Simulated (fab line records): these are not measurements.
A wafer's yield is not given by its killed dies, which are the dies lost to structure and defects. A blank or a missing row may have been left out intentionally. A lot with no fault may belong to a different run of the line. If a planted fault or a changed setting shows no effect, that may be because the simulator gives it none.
A struck lot beside a sound one + flow sfqLine + 14 out of 325 route steps
Sound: wafers L862.1, L862.2, L862.3. Wafers struck: L869.2, L869.3, L869.6. Last of all comes the cause.
Order at every step that has rows: each side's tool, ch and its chambers, its first start. Under that, the readings that differ: sound wafers + struck wafers + difference of the means + sigmas: that difference in standard deviations of wafers without a fault.
alike: a reading whose means differ by less than 2 such deviations, as well as words and numbers matching on both sides. not compared: withheld readings; readings where some wafer has no value; bounds like >300 that might hide an equal value; numbers whose values overlap and for which the record gives no deviation.
Wherever a step has rows on one side only, a row that says differs or no value, or a row with sigmas, the two part there. When numbers do not overlap yet have no deviation, they are printed without sigmas and do not part them. A reading that every wafer of one side lacks parts them only if that side has two wafers or more.

SFQ_TRILAYER_M3_BARC_OPEN_METAL_ETCH_100: etches BARC in O2, target depth 125 nm, time 41.7 s.
  sound on rieMetal-02 ch 0,1, day 46 12:27; struck on rieMetal-04 ch 1, day 50 06:43
  alike: drypumpMotorCurrentA, oesProductAu, rfFwdPowerW
  not compared: rfHoursCounterH
SFQ_TRILAYER_M3_ETCH_METAL_ETCH_078: etches Nb in Cl2/Ar, stops on SiO2, target depth 240 nm, time 120 s.
  sound on rieMetal-02 ch 0,1, day 46 12:31; struck on rieMetal-04 ch 1, day 50 06:46
  alike: drypumpMotorCurrentA, oesProductAu, rfFwdPowerW
  not compared: rfHoursCounterH
then, 2 steps without rows for these wafers: SFQ_TRILAYER_M3_STRIP_STRIP_079 (strips in O2); SFQ_TRILAYER_M3_STRIP_SOLV_CLEAN_080 (cleans in NMP, time 600 s).
SFQ_TRILAYER_I3_DEP_PECVD_081: deposits SiO2 from SiH4/N2O, time 111.11 s, target thk 500 nm.
  sound on pecvd-02 ch 0,1,2, day 46 13:25; struck on pecvd-04 ch 0,2, day 50 07:40
  alike: heaterPowerW, rfFwdPowerW, throttleValvePct
SFQ_TRILAYER_I3_CMP_CMP_082: polishes SiO2.
  sound on cmp-02 ch 1,2,3, day 46 13:32; struck on cmp-01 ch 1,2,3, day 50 07:47
  alike: motorCurrentA, timeToEndpointS
SFQ_I3_BOW_MEAS_922:
  sound on filmMetro-04, day 46 16:32; struck on filmMetro-02, day 50 10:49
  alike: I3_BOW
SFQ_TRILAYER_I3_METRO_MEASURE_083:
  sound on filmMetro-04, day 46 16:40; struck on filmMetro-02, day 50 11:07
  alike: thkNm
then, 4 steps without rows for these wafers: SFQ_TRILAYER_I3_VIA_LITHO_COAT_090 (resist thk 62 nm); SFQ_TRILAYER_I3_VIA_LITHO_COAT_085 (resist thk 650 nm); SFQ_TRILAYER_I3_VIA_LITHO_SOFTBAKE_089; SFQ_TRILAYER_I3_VIA_LITHO_EXPOSE_086 (exposes mask I3, target cd 500 nm).
SFQ_TRILAYER_I3_VIA_LITHO_PEB_088: peb time 60 s.
  sound on lithoTrack-01 ch 0, day 46 19:49; struck on lithoTrack-04 ch 0, day 50 17:26
| reading               | sound                | struck               | difference | sigmas |
|-----------------------|----------------------|----------------------|------------|--------|
| heaterPowerTotalW (W) | 79.12 79.09 79.17    | 77.47 77.43 77.49    | -1.66      | -24    |
| plateTempC (C)        | 114.92 114.96 115.06 | 112.85 112.93 113.08 | -2.03      | -16    |
  alike: chillPlateTempC, exhaustPa
then, 1 step without rows for these wafers: SFQ_TRILAYER_I3_VIA_LITHO_DEVELOP_087 (time 60 s).

WHERE THEY PART
Within this record, at SFQ_TRILAYER_I3_VIA_LITHO_PEB_088 only.

WHY: what had been put in by the simulator
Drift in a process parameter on lithoTrack-04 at SFQ_TRILAYER_I3_VIA_LITHO_PEB_088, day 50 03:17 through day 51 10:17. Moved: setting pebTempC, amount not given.
